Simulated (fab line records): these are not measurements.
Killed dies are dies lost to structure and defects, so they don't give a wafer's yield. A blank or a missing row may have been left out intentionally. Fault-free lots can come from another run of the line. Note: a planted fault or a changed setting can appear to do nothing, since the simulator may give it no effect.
Struck lot and sound lot, side by side || flow sky130 || 44 steps out of a route of 708
Sound: these wafers, L453.1, L453.2, L453.5. Wafers struck: L448.1, L448.4, L448.6. At the end, the cause is stated.
Per side, at each step with rows, come the tool, then ch with its chambers, and then its first start. Under that, the readings that differ: sound wafers || struck wafers || difference of the means || sigmas: that difference in standard deviations of wafers without a fault.
alike: readings whose means differ by less than 2 such deviations, and words and numbers that are the same on both sides. not compared: withheld readings, readings that some wafer has no value for, bounds like >300 that may hide the same value, and numbers for which the record gives no deviation and whose values overlap.
Wherever a step has rows on one side only, a row that says differs or no value, or a row with sigmas, the two part there. Non-overlapping numbers with no deviation appear without sigmas and do not part them. A reading missing from all wafers of one side parts the sides only when that side holds two or more wafers.

first, 3 steps without rows for these wafers: SKY_FIELD_ISO_CLEAN_20 (cleans in dHF, time 20 s); SKY_FIELD_ISO_WET_ETCH_21 (etches SiO2 in dHF, target depth 20 nm, time 400 s); SKY_FIELD_ISO_OXIDATION_22 (stabilise 600 s, purge 300 s, target thk 10 nm).
SKY_FIELD_ISO_THK_MEAS_23:
  sound on film-metro-04, day 6 22:36; struck on film-metro-02, day 5 20:14
  alike: FIELD_ISO_OXIDATION_01_THK
then, 1 step without rows for these wafers: SKY_FIELD_ISO_CVD_24 (deposits SiO2, target thk 595 nm, time 99.2 s).
SKY_FIELD_ISO_THK_MEAS_25:
  sound on film-metro-04, day 6 22:44; struck on film-metro-04, day 5 20:22
  alike: FIELD_ISO_CVD_24_THK
then, 1 step without rows for these wafers: SKY_FIELD_ISO_ANNEAL_26 (time 1800 s).
SKY_FIELD_ISO_CMP_27: polishes, stops on Si3N4, t overpolish 16 s, target thk 457.8 nm.
  sound on cmp-01 ch 2,3, day 7 02:02; struck on cmp-02 ch 0,2,3, day 5 22:54
  alike: motor-current-A, overpolish-run-s, slurry-filter-dp-kPa, time-to-endpoint-s
then, 4 steps without rows for these wafers: SKY_FIELD_ISO_WET_ETCH_28 (etches SiO2 in dHF, target depth 23.7 nm, time 47 s); SKY_FIELD_ISO_WET_ETCH_29 (etches Si3N4 in H3PO4, target depth 160 nm, time 1825 s); SKY_FIELD_ISO_WET_ETCH_30 (etches SiO2 in dHF, target depth 25 nm, time 50 s); SKY_NWELL_CLEAN_00 (cleans in SC1/SC2, time 150 s).
SKY_NWELL_OXIDATION_01: stabilise 600 s, purge 300 s, target thk 10 nm.
  sound on furnace-02 ch 0, day 7 04:38; struck on furnace-01 ch 0, day 6 04:31
  alike: spike-tc-upper-C, zone-power-upper-pct
SKY_NWELL_THK_MEAS_02:
  sound on film-metro-01, day 7 06:01; struck on film-metro-04, day 6 06:08
{"reading": "NWELL_OXIDATION_THK (nm)", "sound": "9.77 9.71 9.75", "struck": "16.01 16.25 16.05", "difference": "+6.36", "sigmas": "+30"}
then, 8 steps without rows for these wafers: SKY_DNWELL_DEHYDRATE_00 (time 60 s); SKY_DNWELL_HMDS_01 (prime time 60 s); SKY_DNWELL_COAT_02 (resist thk 3000 nm); SKY_DNWELL_SOFTBAKE_03; SKY_DNWELL_EXPOSE_04 (exposes mask DNM, target cd 3000 nm); SKY_DNWELL_PEB_05; SKY_DNWELL_DEVELOP_06 (develop time 60 s); SKY_DNWELL_IMPLANT_07.
SKY_DNWELL_STRIP_08: strips in O2/N2.
  sound on plasma-asher-01 ch 0,1, day 8 01:17; struck on plasma-asher-03 ch 0,1, day 6 21:26
  alike: drypump-motor-current-A, oes-product-au, strip-time-to-endpoint-s
  not compared: rf-hours-counter-h
SKY_DNWELL_TW_MEAS_09:
  sound on film-metro-04, day 8 01:23; struck on film-metro-04, day 6 21:32
  alike: DNWELL_TW
then, 7 steps without rows for these wafers: SKY_PWDE_DEHYDRATE_00 (time 60 s); SKY_PWDE_HMDS_01 (prime time 60 s); SKY_PWDE_COAT_02 (resist thk 3000 nm); SKY_PWDE_SOFTBAKE_03; SKY_PWDE_EXPOSE_04 (exposes mask PWDEM, target cd 840 nm); SKY_PWDE_PEB_05; SKY_PWDE_DEVELOP_06 (develop time 60 s).
SKY_PWDE_OVL_MEAS_07:
  sound on overlay-02, day 8 21:39; struck on overlay-02, day 7 13:57
{"reading": "PWDE_OVL (nm)", "sound": "0.5 -0.6 0.0", "struck": "-1.9 -2.7 -2.8", "difference": -2.4, "sigmas": -2}
after that, 1 step had no rows for these wafers: SKY_PWDE_IMPLANT_08.
SKY_PWDE_STRIP_09: strips in O2/N2.
  sound on plasma-asher-01 ch 0,1, day 8 21:50; struck on plasma-asher-01 ch 1, day 7 14:08
  alike: drypump-motor-current-A, oes-product-au, strip-time-to-endpoint-s
  not compared: rf-hours-counter-h
SKY_PWDE_TW_MEAS_10:
  sound on film-metro-03, day 8 21:56; struck on film-metro-03, day 7 14:14
  alike: PWDE_TW
then, 7 steps without rows for these wafers: SKY_NWELL_DEHYDRATE_03 (time 60 s); SKY_NWELL_HMDS_04 (prime time 60 s); SKY_NWELL_COAT_05 (resist thk 3000 nm); SKY_NWELL_SOFTBAKE_06; SKY_NWELL_EXPOSE_07 (exposes mask NWM, target cd 840 nm); SKY_NWELL_PEB_08; SKY_NWELL_DEVELOP_09 (develop time 60 s).
SKY_NWELL_CLEAN_27: cleans in SC1/SC2, time 150 s.
  sound on wet-bench-01 ch 1, day 10 17:40; struck on wet-bench-04 ch 3, day 9 10:56
{"reading": "model.SiO2_of_NWELL_OXIDATION_01.thk-nm (nm)", "sound": "9.484 9.429 9.437", "struck": "15.69 15.86 15.71", "difference": "+6.30", "sigmas": ""}
-- the record jumps here: 40 days lie between the struck wafers' starts before and after (it left off in module NWELL and takes up again in module PAD_OPEN, whose first step shown is number 708 of the route) --
SKY_PAD_OPEN_PROBE_99:
  sound on prober-01, day 50 20:50; struck on prober-01, day 49 09:28
{"reading": "model.etest.nfet_16v.r-on-ohm-um", "sound": "1.418e+04 1.4e+04 1.413e+04", "struck": "1.378e+04 1.369e+04 1.368e+04", "difference": -3.867e+02, "sigmas": ""}
{"reading": "model.etest.tip-p.rs-ohm-sq", "sound": "6722 6633 6713", "struck": "7135 7140 7103", "difference": "+437", "sigmas": ""}
{"reading": "model.etest.pfet_01v8.r-on-ohm-um", "sound": "2824 2880 2877", "struck": "3056 3044 3103", "difference": "+207", "sigmas": ""}
{"reading": "model.etest.pfet-g5v0d10v5.r-on-ohm-um", "sound": "4734 4725 4679", "struck": "4749 4814 4819", "difference": "+81", "sigmas": ""}
{"reading": "model.etest.res-pwell-under-gate.rs-ohm-sq", "sound": "2293 2294 2302", "struck": "2309 2306 2308", "difference": "+11", "sigmas": ""}
{"reading": "model.etest.pfet_01v8_mvt.drive-ua-um", "sound": "156.2 154.2 155.9", "struck": "135.2 137.4 134.4", "difference": -19.8, "sigmas": ""}
{"reading": "model.etest.pfet_01v8.drive-ua-um", "sound": "196.9 195.5 196.1", "struck": "176.7 181 175.2", "difference": -18.5, "sigmas": ""}
{"reading": "model.etest.pfet-g5v0d10v5.drive-ua-um", "sound": "345.4 342.3 346.9", "struck": "340 340 337.8", "difference": -6, "sigmas": ""}
  alike: killed_at_M0_to_M3, killed_at_M4_up, killed-at-contacts, killed-at-front-end, killed-at-other, killed-dies, killed-open, killed-short

WHERE THEY PART
Last at SKY_PWDE_OVL_MEAS_07 as far as this record goes, first at SKY_NWELL_THK_MEAS_02. Later steps at which nothing parts them and some readings are alike: SKY_PWDE_STRIP_09, SKY_PWDE_TW_MEAS_10, SKY_PAD_OPEN_PROBE_99.

WHY: whatever the simulator had introduced
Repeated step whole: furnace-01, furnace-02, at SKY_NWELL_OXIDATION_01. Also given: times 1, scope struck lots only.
